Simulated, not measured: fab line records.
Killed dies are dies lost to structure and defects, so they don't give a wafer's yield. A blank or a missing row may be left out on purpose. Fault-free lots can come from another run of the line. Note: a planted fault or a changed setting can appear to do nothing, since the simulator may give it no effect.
fab line records | flow sky130 | part 1 of 2: steps 1 to 43 of 44
record: lots: 6 wafers: 18 last-day: 50
route steps=708 shown VT_ADJUST_NCORE@121 VT_ADJUST_HVTR@131 VT_ADJUST_PCH@143 SONOS_TUNNEL@154 PAD_OPEN@708
lots untouched by any fault: they come from a run of this same line in which no faults occurred
start-h: hours from the record's opening day to when the first of the lot's shown wafers began | wait-h: hours from the lot's prior step to this one | " same as the row above | L1.1+2: one row covering several wafers at once | - no value present, or no start provided | * or withheld: withheld | < > ~ a bound
route shown NAME@n: NAME is a module with steps in the file, n the number in the route of the first one | usual: mean/standard deviation of fault-free wafers | same: alike in all rows | chamber/n: place in a boat | sites: per-site readings | _std_site: how widely they spread, as a standard deviation | _edge_site: inner sites' mean taken away from outer sites' mean | radius-mm: for every site, how far away it sits from the centre of the wafer | mask NAME#n: copy n | behind: the tool/chamber that last shaped the wafer | hold: reason for holding the lot/hours on hold/outcome of the hold | device: transistor that didn't switch, given as n, p or np | end of line: at the end of the route, the tests of the same wafers | where a step has no rows: the recipe by itself | killed: not the wafer's yield, but the dies lost to structure and defects at the first sort | map: a wafer's dies, x killed, . not, _ none there
set.NAME: the setting the step ran with; set.NAME@STEP: the setting that earlier step ran with | model.NAME: the simulator's own value behind a step, which no gauge read
a table for each step, a row for each wafer; lots at some steps of the route
services: from which hour (start-h, from the record's first day; less than 0 if before it) a tool's chamber was out of use, for how many hours, and why
== steps ==
step: SKY_VT_ADJUST_NCORE_COAT_02
recipe: resist: NOVOLAK spin-rpm: 3000 resist-thk-nm: 1140
step: SKY_VT_ADJUST_NCORE_SOFTBAKE_03
recipe: temp-c: 90 time-s: 60 resist: NOVOLAK
step: SKY_VT_ADJUST_NCORE_EXPOSE_04
recipe: mask-id: LVTN_COMPLEMENT_THIN na: 0.6 source-shape: conventional sigma-outer: 0.6 polarization: unpolarized target-cd-nm: 380 dose-mj: 139
step: SKY_VT_ADJUST_NCORE_PEB_05
recipe: temp-c: withheld time-s: * resist: NOVOLAK
step: SKY_VT_ADJUST_NCORE_DEVELOP_06
recipe: resist: NOVOLAK developer: TMAH develop-time-s: 60 dev-temp-c: 23
step: SKY_VT_ADJUST_NCORE_CD_MEAS_07
recipe: target-cd-nm: 380
usual: cd-nm: 379.7/2.7
columns lot.wafer tool chamber start-h wait-h cd-nm
L879.3 cd-sem-02 - 182.03 0.1 377.9
L879.4 " - " " 376.7
L879.6 " - " " 376.1
L884.3 cd-sem-02 - 220.86 0.1 378.1
L884.5 " - " " 378.0
L884.6 " - " " 376.1
L893.2 cd-sem-02 - 290.16 0.1 381.0
L893.4 " - " " 383.9
L893.5 " - " " 382.6
L894.3 cd-sem-02 - 310.11 0.1 377.7
L894.4 " - " " 377.1
L894.6 " - " " 376.7
L895.2 cd-sem-02 - 320.36 0.1 378.3
L895.4 " - " " 379.3
L895.5 " - " " 379.9
L896.2 cd-sem-02 - 320.48 0.2 382.7
L896.3 " - " " 383.1
L896.5 " - " " 382.5
step: SKY_VT_ADJUST_NCORE_OVL_MEAS_08
usual: VT_ADJUST_NCORE_OVL: 0.6/1.4
columns lot.wafer tool chamber start-h wait-h VT_ADJUST_NCORE_OVL[nm]
L879.3 overlay-02 - 182.12 0.1 2.0
L879.4 " - " " -0.5
L879.6 " - " " 0.0
L884.3 overlay-01 - 220.95 0.1 0.0
L884.5 " - " " 1.3
L884.6 " - " " 1.5
L893.2 overlay-01 - 290.26 0.1 -0.8
L893.4 " - " " -0.1
L893.5 " - " " 0.0
L894.3 overlay-01 - 310.20 0.1 1.8
L894.4 " - " " -1.5
L894.6 " - " " 0.6
L895.2 overlay-01 - 320.46 0.1 3.3
L895.4 " - " " 3.1
L895.5 " - " " 2.0
L896.2 overlay-02 - 320.58 0.1 0.8
L896.3 " - " " 1.2
L896.5 " - " " 1.9
step: SKY_VT_ADJUST_NCORE_IMPLANT_09
recipe: species: B energy-kev: 10 dose-cm2: 2.4e+12 tilt-deg: withheld
step: SKY_VT_ADJUST_NCORE_STRIP_10
recipe: chemistry: O2/N2 power-w: 1400 pressure-mtorr: 1500 platen-temp-c: withheld o2-flow-sccm: 3000 n2-flow-sccm: 300 overash-fraction: 0.5
usual: drypump-motor-current-A: 5.6/0.41 oes-product-au: 0.715/0.0045 strip-time-to-endpoint-s: 14.19/0.035
columns lot.wafer tool chamber start-h wait-h drypump-motor-current-A oes-product-au rf-hours-counter-h strip-time-to-endpoint-s
L879.3 plasma-asher-02 0 182.33 0.1 6.0 0.711 - 14.17
L879.4 " 1 " " 6.0 0.717 - 14.12
L879.6 " 1 " " 6.0 0.717 - 14.11
L884.3 plasma-asher-01 1 221.16 0.1 4.9 0.710 - 14.24
L884.5 " 1 " " 4.8 0.713 - 14.22
L884.6 " 0 " " 5.6 0.710 - 14.27
L893.2 plasma-asher-02 0 290.44 0.1 6.0 0.714 17 14.20
L893.4 " 0 " " 6.0 0.718 - 14.17
L893.5 " 0 " " 6.0 0.720 - 14.18
L894.3 plasma-asher-03 0 310.41 0.1 5.9 0.711 - 14.16
L894.4 " 1 " " 5.7 0.719 - 14.15
L894.6 " 0 " " 5.9 0.711 - 14.15
L895.2 plasma-asher-02 1 320.64 0.1 6.0 0.711 20 14.19
L895.4 " 1 " " 6.0 0.716 - 14.17
L895.5 " 0 " " 6.0 0.719 - 14.18
L896.2 plasma-asher-03 0 320.76 0.1 5.9 0.718 49 14.17
L896.3 " 1 " " 5.8 0.718 - 14.20
L896.5 " 0 " " 5.8 0.713 - 14.19
step: SKY_VT_ADJUST_NCORE_TW_MEAS_11
usual: VT_ADJUST_NCORE_TW: 219.6/2.9
columns lot.wafer tool chamber start-h wait-h VT_ADJUST_NCORE_TW
L879.3 film-metro-03 - 182.41 0.1 216.1
L879.4 " - " " 217.1
L879.6 " - " " 217.4
L884.3 film-metro-01 - 221.24 0.1 220.6
L884.5 " - " " 221.8
L884.6 " - " " 221.3
L893.2 film-metro-02 - 290.55 0.1 222.9
L893.4 " - " " 223.1
L893.5 " - " " 224.0
L894.3 film-metro-03 - 310.49 0.1 218.5
L894.4 " - " " 217.8
L894.6 " - " " 216.9
L895.2 film-metro-02 - 320.75 0.1 222.1
L895.4 " - " " 222.0
L895.5 " - " " 222.5
L896.2 film-metro-03 - 320.87 0.1 216.5
L896.3 " - " " 216.1
L896.5 " - " " 216.5
step: SKY_VT_ADJUST_HVTR_DEHYDRATE_00
recipe: temp-c: 200 time-s: 60
step: SKY_VT_ADJUST_HVTR_HMDS_01
recipe: prime-time-s: 60 prime-temp-c: 120
step: SKY_VT_ADJUST_HVTR_COAT_02
recipe: resist: NOVOLAK spin-rpm: 3000 resist-thk-nm: 1140
usual: chill-plate-temp-C: 23.01/0.11 dispense-pressure-kPa: 48.7/1
columns lot.wafer tool chamber start-h wait-h chill-plate-temp-C dispense-pressure-kPa
L879.3 litho-track-02 0 192.39 0.1 23.04 49.2
L879.4 " 0 " " 23.04 49.2
L879.6 " 0 " " 23.03 49.2
L884.3 litho-track-01 0 232.42 0.1 23.14 47.0
L884.5 " 0 " " 22.90 47.0
L884.6 " 0 " " 22.91 47.0
L893.2 litho-track-02 - 302.46 0.1 - -
L893.4 " - " " - -
L893.5 " - " " - -
L894.3 litho-track-02 - 323.19 0.1 - -
L894.4 " - " " - -
L894.6 " - " " - -
L895.2 litho-track-03 0 334.10 0.1 22.80 49.5
L895.4 " 0 " " 23.09 49.5
L895.5 " 0 " " 22.93 49.5
L896.2 litho-track-01 0 334.59 0.1 23.16 47.0
L896.3 " 0 " " 23.43 46.9
L896.5 " 0 " " 23.17 47.0
step: SKY_VT_ADJUST_HVTR_SOFTBAKE_03
recipe: temp-c: 90 time-s: 60 resist: NOVOLAK
step: SKY_VT_ADJUST_HVTR_EXPOSE_04
recipe: mask-id: HVTRM target-cd-nm: 380 na: 0.6 source-shape: conventional sigma-outer: 0.6 dose-mj: 148.7
step: SKY_VT_ADJUST_HVTR_PEB_05
recipe: temp-c: withheld time-s: * resist: NOVOLAK
step: SKY_VT_ADJUST_HVTR_DEVELOP_06
recipe: develop-time-s: 60 dev-temp-c: 23
step: SKY_VT_ADJUST_HVTR_CD_MEAS_07
recipe: target-cd-nm: 380
usual: cd-nm: 380.3/2.7
columns lot.wafer tool chamber start-h wait-h cd-nm
L879.3 cd-sem-02 - 202.61 0.1 377.1
L879.4 " - " " 377.4
L879.6 " - " " 379.6
L884.3 cd-sem-02 - 244.76 0.1 382.9
L884.5 " - " " 381.2
L884.6 " - " " 381.0
L893.2 cd-sem-02 - 315.54 0.1 -
L893.4 " - " " -
L893.5 " - " " -
L894.3 cd-sem-02 - 337.11 0.1 -
L894.4 " - " " -
L894.6 " - " " -
L895.2 cd-sem-01 - 347.49 0.1 379.3
L895.4 " - " " 378.7
L895.5 " - " " 380.5
L896.2 cd-sem-01 - 347.79 0.1 382.4
L896.3 " - " " 384.1
L896.5 " - " " 384.5
step: SKY_VT_ADJUST_HVTR_OVL_MEAS_08
usual: VT_ADJUST_HVTR_OVL: 0.0/1.3
columns lot.wafer tool chamber start-h wait-h VT_ADJUST_HVTR_OVL[nm]
L879.3 overlay-01 - 202.70 0.1 -0.3
L879.4 " - " " -0.6
L879.6 " - " " -1.3
L884.3 overlay-02 - 244.85 0.1 -2.4
L884.5 " - " " -0.8
L884.6 " - " " -2.2
L893.2 overlay-02 - 315.65 0.1 -
L893.4 " - " " -
L893.5 " - " " -
L894.3 overlay-02 - 337.21 0.1 -
L894.4 " - " " -
L894.6 " - " " -
L895.2 overlay-02 - 347.59 0.1 -0.9
L895.4 " - " " 0.9
L895.5 " - " " -1.5
L896.2 overlay-02 - 347.89 0.1 -1.7
L896.3 " - " " -0.3
L896.5 " - " " -1.3
step: SKY_VT_ADJUST_HVTR_IMPLANT_09
recipe: species: B energy-kev: 10 dose-cm2: 2.1e+12 tilt-deg: withheld
step: SKY_VT_ADJUST_HVTR_STRIP_10
recipe: chemistry: O2/N2 power-w: 1400 pressure-mtorr: 1500 platen-temp-c: withheld o2-flow-sccm: 3000 n2-flow-sccm: 300 overash-fraction: 0.5
usual: drypump-motor-current-A: 5.71/0.29 oes-product-au: 0.715/0.0047 strip-time-to-endpoint-s: 14.19/0.03
columns lot.wafer tool chamber start-h wait-h drypump-motor-current-A oes-product-au rf-hours-counter-h strip-time-to-endpoint-s
L879.3 plasma-asher-02 1 202.91 0.1 6.02 0.716 - 14.22
L879.4 " 0 " " 5.99 0.712 - 14.27
L879.6 " 0 " " 6.01 0.722 - 14.22
L884.3 plasma-asher-02 0 245.06 0.1 5.98 0.719 - 14.19
L884.5 " 0 " " 5.99 0.702 - 14.15
L884.6 " 1 " " 6.04 0.717 - 14.19
L893.2 plasma-asher-03 1 315.83 0.1 5.79 - 49 -
L893.4 " 0 " " 5.80 - - -
L893.5 " 0 " " 5.84 - - -
L894.3 plasma-asher-04 1 337.41 0.1 5.30 - - -
L894.4 " 0 " " 5.54 - - -
L894.6 " 0 " " 5.56 - - -
L895.2 plasma-asher-02 1 347.77 0.1 6.02 0.722 23 14.17
L895.4 " 1 " " 6.00 0.718 - 14.17
L895.5 " 1 " " 6.00 0.713 - 14.16
L896.2 plasma-asher-04 1 348.07 0.1 5.26 0.722 66 14.20
L896.3 " 0 " " 5.53 0.718 - 14.20
L896.5 " 0 " " 5.51 0.708 - 14.15
step: SKY_VT_ADJUST_HVTR_TW_MEAS_11
usual: VT_ADJUST_HVTR_TW: 209.3/1.7
columns lot.wafer tool chamber start-h wait-h VT_ADJUST_HVTR_TW
L879.3 film-metro-04 - 202.99 0.1 208.6
L879.4 " - " " 208.6
L879.6 " - " " 208.9
L884.3 film-metro-04 - 245.14 0.1 208.1
L884.5 " - " " 208.3
L884.6 " - " " 206.6
L893.2 film-metro-04 - 315.94 0.1 209.3
L893.4 " - " " 209.2
L893.5 " - " " 209.7
L894.3 film-metro-04 - 337.50 0.1 207.6
L894.4 " - " " 207.4
L894.6 " - " " 208.1
L895.2 film-metro-04 - 347.88 0.1 208.1
L895.4 " - " " 207.9
L895.5 " - " " 208.2
L896.2 film-metro-04 - 348.18 0.1 208.1
L896.3 " - " " 207.8
L896.5 " - " " 208.3
step: SKY_VT_ADJUST_PCH_DEHYDRATE_00
recipe: temp-c: 200 time-s: 60
step: SKY_VT_ADJUST_PCH_HMDS_01
recipe: prime-time-s: 60 prime-temp-c: 120
step: SKY_VT_ADJUST_PCH_COAT_02
recipe: spin-rpm: 2000 resist-thk-nm: 3000
step: SKY_VT_ADJUST_PCH_SOFTBAKE_03
recipe: temp-c: 110 time-s: withheld
step: SKY_VT_ADJUST_PCH_EXPOSE_04
recipe: mask-id: NWM na: 0.6 source-shape: conventional sigma-outer: 0.6 polarization: unpolarized target-cd-nm: 840 dose-mj: 255
step: SKY_VT_ADJUST_PCH_PEB_05
recipe: temp-c: 115 time-s: withheld
step: SKY_VT_ADJUST_PCH_DEVELOP_06
recipe: wall-angle-deg: 90 developer: TMAH develop-time-s: 60 dev-temp-c: 23
step: SKY_VT_ADJUST_PCH_OVL_MEAS_07
usual: VT_ADJUST_PCH_OVL: 0.5/1.3
columns lot.wafer tool chamber start-h wait-h VT_ADJUST_PCH_OVL[nm]
L879.3 overlay-01 - 225.14 - -0.3
L879.4 " - " " 1.8
L879.6 " - " " -1.4
L884.3 overlay-01 - 268.74 - 0.2
L884.5 " - " " 0.3
L884.6 " - " " -0.4
L893.2 overlay-02 - 342.89 - 1.2
L893.4 " - " " -0.3
L893.5 " - " " 1.5
L894.3 overlay-01 - 365.15 - 0.4
L894.4 " - " " 2.0
L894.6 " - " " 0.3
L895.2 overlay-01 - 374.94 - 1.1
L895.4 " - " " 0.7
L895.5 " - " " 1.4
L896.2 overlay-01 - 375.29 - -1.1
L896.3 " - " " -2.0
L896.5 " - " " 0.5
step: SKY_VT_ADJUST_PCH_IMPLANT_08
recipe: species: B energy-kev: 10 dose-cm2: 5e+11 tilt-deg: withheld
step: SKY_VT_ADJUST_PCH_STRIP_09
recipe: chemistry: O2/N2 power-w: 1400 pressure-mtorr: 1500 platen-temp-c: withheld o2-flow-sccm: 3000 n2-flow-sccm: 300 overash-fraction: 0.5
usual: drypump-motor-current-A: 5.5/0.32 oes-product-au: 0.723/0.0043 strip-time-to-endpoint-s: 36.98/0.094
columns lot.wafer tool chamber start-h wait-h drypump-motor-current-A oes-product-au rf-hours-counter-h strip-time-to-endpoint-s
L879.3 plasma-asher-04 1 225.34 0.1 5.3 0.719 - 36.88
L879.4 " 0 " " 5.5 0.725 - 37.00
L879.6 " 0 " " 5.5 0.730 - 37.00
L884.3 plasma-asher-04 0 268.94 0.1 5.6 0.717 - 37.08
L884.5 " 1 " " 5.3 0.721 - 37.11
L884.6 " 0 " " 5.6 0.726 - 37.25
L893.2 plasma-asher-01 1 343.07 0.1 4.8 0.720 64 37.00
L893.4 " 0 " " 5.6 0.719 - 36.90
L893.5 " 0 " " 5.6 0.716 - 36.82
L894.3 plasma-asher-04 0 365.35 0.1 5.5 0.716 - 36.90
L894.4 " 1 " " 5.3 0.722 - 36.92
L894.6 " 0 " " 5.5 0.725 - 36.86
L895.2 plasma-asher-03 0 375.12 0.1 5.8 0.721 55 37.04
L895.4 " 0 " " 5.8 0.722 - 37.07
L895.5 " 1 " " 5.8 0.721 - 36.90
L896.2 plasma-asher-04 1 375.47 0.1 5.3 0.722 69 37.01
L896.3 " 1 " " 5.2 0.719 - 36.97
L896.5 " 0 " " 5.5 0.723 - 37.01
step: SKY_VT_ADJUST_PCH_TW_MEAS_10
usual: VT_ADJUST_PCH_TW: 142.1/1.9
columns lot.wafer tool chamber start-h wait-h VT_ADJUST_PCH_TW
L879.3 film-metro-04 - 225.43 0.1 141.1
L879.4 " - " " 140.6
L879.6 " - " " 141.2
L884.3 film-metro-02 - 269.03 0.1 145.4
L884.5 " - " " 145.7
L884.6 " - " " 144.8
L893.2 film-metro-02 - 343.18 0.1 229.2
L893.4 " - " " 227.5
L893.5 " - " " 229.1
L894.3 film-metro-03 - 365.44 0.1 221.0
L894.4 " - " " 221.0
L894.6 " - " " 222.5
L895.2 film-metro-04 - 375.23 0.1 142.0
L895.4 " - " " 141.4
L895.5 " - " " 141.3
L896.2 film-metro-02 - 375.58 0.1 144.6
L896.3 " - " " 144.4
L896.5 " - " " 144.7
step: SKY_SONOS_TUNNEL_DEHYDRATE_00
recipe: temp-c: 200 time-s: 60
step: SKY_SONOS_TUNNEL_HMDS_01
recipe: prime-time-s: 60 prime-temp-c: 120
step: SKY_SONOS_TUNNEL_COAT_02
recipe: resist: NOVOLAK spin-rpm: 3000 resist-thk-nm: 1140
step: SKY_SONOS_TUNNEL_SOFTBAKE_03
recipe: temp-c: 90 time-s: 60 resist: NOVOLAK
step: SKY_SONOS_TUNNEL_EXPOSE_04
recipe: mask-id: TUNM na: 0.6 source-shape: conventional sigma-outer: 0.6 polarization: unpolarized target-cd-nm: 410 dose-mj: 136
step: SKY_SONOS_TUNNEL_PEB_05
recipe: temp-c: withheld time-s: * resist: NOVOLAK
step: SKY_SONOS_TUNNEL_DEVELOP_06
recipe: resist: NOVOLAK developer: TMAH develop-time-s: 60 dev-temp-c: 23
step: SKY_SONOS_TUNNEL_CD_MEAS_07
recipe: target-cd-nm: 410
usual: cd-nm: 410.0/2.4
columns lot.wafer tool chamber start-h wait-h cd-nm
L879.3 cd-sem-02 - 248.97 0.1 410.3
L879.4 " - " " 410.4
L879.6 " - " " 410.1
L884.3 cd-sem-01 - 292.96 0.1 412.7
L884.5 " - " " 412.1
L884.6 " - " " 413.1
L893.2 cd-sem-02 - 370.44 0.1 413.1
L893.4 " - " " 413.4
L893.5 " - " " 412.3
L894.3 cd-sem-01 - 394.37 0.1 412.3
L894.4 " - " " 409.4
L894.6 " - " " 410.7
L895.2 cd-sem-01 - 404.60 0.1 413.5
L895.4 " - " " 410.9
L895.5 " - " " 410.1
L896.2 cd-sem-02 - 404.79 0.1 409.0
L896.3 " - " " 407.5
L896.5 " - " " 409.5
step: SKY_SONOS_TUNNEL_OVL_MEAS_08
usual: SONOS_TUNNEL_OVL: 0.3/1.3
columns lot.wafer tool chamber start-h wait-h SONOS_TUNNEL_OVL[nm]
L879.3 overlay-01 - 249.07 0.1 0.1
L879.4 " - " " 1.3
L879.6 " - " " 1.9
L884.3 overlay-01 - 293.05 0.1 0.1
L884.5 " - " " -0.3
L884.6 " - " " -0.2
L893.2 overlay-01 - 370.55 0.1 0.4
L893.4 " - " " -0.5
L893.5 " - " " 1.7
L894.3 overlay-02 - 394.47 0.1 -1.1
L894.4 " - " " -0.4
L894.6 " - " " 0.6
L895.2 overlay-01 - 404.71 0.1 1.9
L895.4 " - " " -2.3
L895.5 " - " " 1.9
L896.2 overlay-02 - 404.89 0.1 0.0
L896.3 " - " " 0.2
L896.5 " - " " 1.9
step: SKY_SONOS_TUNNEL_TW_MEAS_12
usual: SONOS_TUNNEL_TW: 198.0/2.4
columns lot.wafer tool chamber start-h wait-h SONOS_TUNNEL_TW
L879.3 film-metro-04 - 249.54 0.0 194.2
L879.4 " - " " 194.1
L879.6 " - " " 193.8
L884.3 film-metro-04 - 293.52 0.0 195.1
L884.5 " - " " 194.4
L884.6 " - " " 194.0
L893.2 film-metro-01 - 371.02 0.0 249.0
L893.4 " - " " 249.6
L893.5 " - " " 249.7
L894.3 film-metro-04 - 394.95 0.0 246.4
L894.4 " - " " 246.0
L894.6 " - " " 246.6
L895.2 film-metro-04 - 405.26 0.0 194.3
L895.4 " - " " 194.5
L895.5 " - " " 194.6
L896.2 film-metro-01 - 405.60 0.0 197.9
L896.3 " - " " 198.9
L896.5 " - " " 198.8
== key ==
first-sign: step: SKY_VT_ADJUST_HVTR_COAT_02 reading: tool-record direction: missing
effect: step: SKY_VT_ADJUST_HVTR_CD_MEAS_07 reading: cd-nm direction: missing
effect: step: SKY_VT_ADJUST_HVTR_OVL_MEAS_08 reading: VT_ADJUST_HVTR_OVL direction: missing
effect: step: SKY_VT_ADJUST_PCH_TW_MEAS_10 reading: VT_ADJUST_PCH_TW direction: up sigmas: 44 usual: 142.1 struck: 225.0
effect: step: SKY_SONOS_TUNNEL_TW_MEAS_12 reading: SONOS_TUNNEL_TW direction: up sigmas: 21 usual: 198.0 struck: 247.9
effect: step: SKY_PAD_OPEN_PROBE_99 reading: killed-at-front-end direction: up sigmas: 96 usual: 15 struck: 422
more-kills-born-at: SKY_VT_ADJUST_HVTR_EXPOSE_04@iline-stepper-01: 2451
met-at SKY_VT_ADJUST_HVTR_COAT_02
struck-wafers L893.2,L893.4,L893.5,L894.3,L894.4,L894.6
tester-left-out L893,L894
onset-between 192.39 302.46
fault: kind: skipped-step-whole tool: litho-track-02 chamber: - onset-h: 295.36 steps: SKY_VT_ADJUST_HVTR_COAT_02 scope: struck-lots-only
tester-left-out: of these lots the tester's yield and bins aren't shown, on N5 and GAA mostly nor the transistor test; their killed dies are dies lost to structure and defects alone, not to doping, threshold or leakage, so they don't give the yield
